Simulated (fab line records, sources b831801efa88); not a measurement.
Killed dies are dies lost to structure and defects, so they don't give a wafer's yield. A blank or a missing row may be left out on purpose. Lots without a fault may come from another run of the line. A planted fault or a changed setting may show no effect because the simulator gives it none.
Which tool did it? | flow gf180mcu | 13 lots, 39 wafers sampled, at 5 steps of a route of 602

WHAT THE GAUGES READ, wafer by wafer
GF_NSD_CD_MEAS_07: target cd 400 nm. Usual: cd_nm 400.1 nm, standard deviation 2.8.
lot  | measured     | on        | cd_nm (nm)        | flag
L925 | day 13 09:25 | cd_sem-01 | 396.3 396.5 398.7 |
L928 | day 14 10:40 | cd_sem-02 | 401.4 403.3 401.0 |
L930 | day 15 03:50 | cd_sem-02 | 401.6 400.4 401.3 |
L933 | day 16 03:53 | cd_sem-01 | 405.4 403.9 403.6 |
L935 | day 16 18:02 | cd_sem-01 | - - -             | OFF
L936 | day 17 13:38 | cd_sem-01 | 396.8 396.8 396.4 |
L938 | day 18 03:41 | cd_sem-02 | 402.6 405.2 403.5 |
L943 | day 19 15:17 | cd_sem-01 | 402.9 401.8 401.0 |
L944 | day 20 01:49 | cd_sem-02 | 402.6 404.1 403.4 |
L945 | day 20 09:40 | cd_sem-01 | 397.5 397.7 397.2 |
L946 | day 20 14:22 | cd_sem-02 | 400.5 402.4 399.8 |
L947 | day 21 11:25 | cd_sem-01 | 401.5 401.3 400.0 |
L948 | day 21 13:34 | cd_sem-02 | 397.0 397.4 397.9 |

GF_NSD_TW_MEAS_12. Usual: NSD_TW 4262, standard deviation 65.
lot  | measured     | on            | NSD_TW         | flag
L925 | day 13 09:57 | film_metro-02 | 4256 4247 4258 |
L928 | day 14 11:13 | film_metro-02 | 4228 4259 4226 |
L930 | day 15 04:23 | film_metro-02 | 4224 4246 4259 |
L933 | day 16 04:26 | film_metro-03 | 4378 4357 4380 |
L935 | day 16 18:35 | film_metro-02 | 30 30 30       | OFF
L936 | day 17 14:11 | film_metro-02 | 4293 4269 4264 |
L938 | day 18 04:14 | film_metro-02 | 4243 4225 4263 |
L943 | day 19 15:50 | film_metro-03 | 4353 4360 4378 |
L944 | day 20 02:22 | film_metro-02 | 4205 4209 4212 |
L945 | day 20 10:14 | film_metro-02 | 4221 4203 4222 |
L946 | day 20 14:56 | film_metro-02 | 4248 4219 4240 |
L947 | day 21 11:58 | film_metro-03 | 4339 4352 4344 |
L948 | day 21 14:08 | film_metro-04 | 4136 4136 4130 |

GF_PSD_TW_MEAS_11. Usual: PSD_TW 3176, standard deviation 55.
lot  | measured     | on            | PSD_TW         | flag
L925 | day 14 06:22 | film_metro-03 | 3254 3254 3250 |
L928 | day 15 09:53 | film_metro-02 | 3186 3199 3177 |
L930 | day 16 02:38 | film_metro-03 | 3271 3270 3265 |
L933 | day 17 03:07 | film_metro-03 | 3239 3224 3240 |
L935 | day 17 18:05 | film_metro-04 | 4155 4165 4153 | OFF
L936 | day 18 13:58 | film_metro-02 | 3182 3195 3177 |
L938 | day 19 03:16 | film_metro-04 | 3109 3105 3111 |
L943 | day 20 16:13 | film_metro-03 | 3266 3256 3256 |
L944 | day 21 02:30 | film_metro-02 | 3149 3156 3162 |
L945 | day 21 10:11 | film_metro-02 | 3147 3164 3152 |
L946 | day 21 15:23 | film_metro-02 | 3161 3150 3145 |
L947 | day 22 11:16 | film_metro-02 | 3130 3147 3128 |
L948 | day 22 14:07 | film_metro-03 | 3276 3256 3265 |

GF_CONTACT_THK_MEAS_01. Usual: CONTACT_CVD_00_THK 301 nm, standard deviation 3.1.
lot  | measured     | on            | CONTACT_CVD_00_THK (nm) | flag
L925 | day 15 05:36 | film_metro-03 | 298 300 301             |
L928 | day 16 10:04 | film_metro-04 | 295 299 297             |
L930 | day 17 02:11 | film_metro-04 | 297 297 297             |
L933 | day 18 03:51 | film_metro-03 | 303 306 298             |
L935 | day 18 19:24 | film_metro-03 | 301 302 297             |
L936 | day 19 15:26 | film_metro-03 | 299 296 301             |
L938 | day 20 04:37 | film_metro-03 | 305 303 301             |
L943 | day 21 17:30 | film_metro-04 | 301 307 304             |
L944 | day 22 03:59 | film_metro-03 | 304 299 300             |
L945 | day 22 10:43 | film_metro-04 | 302 306 305             |
L946 | day 22 15:51 | film_metro-01 | 293 295 297             |
L947 | day 23 11:44 | film_metro-01 | 300 307 301             |
L948 | day 23 14:57 | film_metro-01 | 303 301 299             |

WHICH TOOL RAN EACH LOT (tool, then ch and the chambers of the sampled wafers, then the start)
lot  | GF_NSD_EXPOSE_04
L925 | iline_stepper-01 ch 0, day 12 23:44
L928 | iline_stepper-02 ch 0, day 14 00:57
L930 | iline_stepper-01 ch 0, day 14 17:03
L933 | iline_stepper-01 ch 0, day 15 17:34
L935 | iline_stepper-01 ch 0, day 16 07:23
L936 | iline_stepper-01 ch 0, day 17 02:26
L938 | iline_stepper-02 ch 0, day 17 16:19
L943 | iline_stepper-01 ch 0, day 19 03:20
L944 | iline_stepper-01 ch 0, day 19 14:07
L945 | iline_stepper-02 ch 0, day 19 22:42
L946 | iline_stepper-02 ch 0, day 20 02:23
L947 | iline_stepper-01 ch 0, day 21 00:23
L948 | iline_stepper-02 ch 0, day 21 01:53
- GF_NSD_EXPOSE_04: exposes mask Nplus, target cd 400 nm.

WHAT THE TOOLS THEMSELVES READ (means of the sampled wafers that have a number; where no wafer has one, the mark that the record gives instead)
The record holds no such reading with a usual standard deviation.

THE ANSWER, worked out from the rows above alone
Rule: a lot is off if the mean of its wafers that have a number lies more than 3 standard deviations from the usual mean. A lot without any number at a reading at which 4 lots or more have one is off too. The other lots that the step has rows for count as sound. The gauges are gone through in route order, then the tools' own readings, and for those a lot's mean is taken as printed above. The first step at which some lot is off is used, and at that step the reading that is off furthest; a lot without a number counts as furthest.
Off: L935, at GF_NSD_CD_MEAS_07 (cd_nm). Without a number there: L935.
A tool fits if, at a process step before that reading, it ran every lot that is off, and no sound lot after the first of them. The gauges at GF_NSD_CD_MEAS_07 aren't tried: what is off there is off at GF_NSD_TW_MEAS_12 too, on other tools, and a gauge's error can't cause that. None of those tried fits.

WHAT THE SIMULATOR HAD PUT IN
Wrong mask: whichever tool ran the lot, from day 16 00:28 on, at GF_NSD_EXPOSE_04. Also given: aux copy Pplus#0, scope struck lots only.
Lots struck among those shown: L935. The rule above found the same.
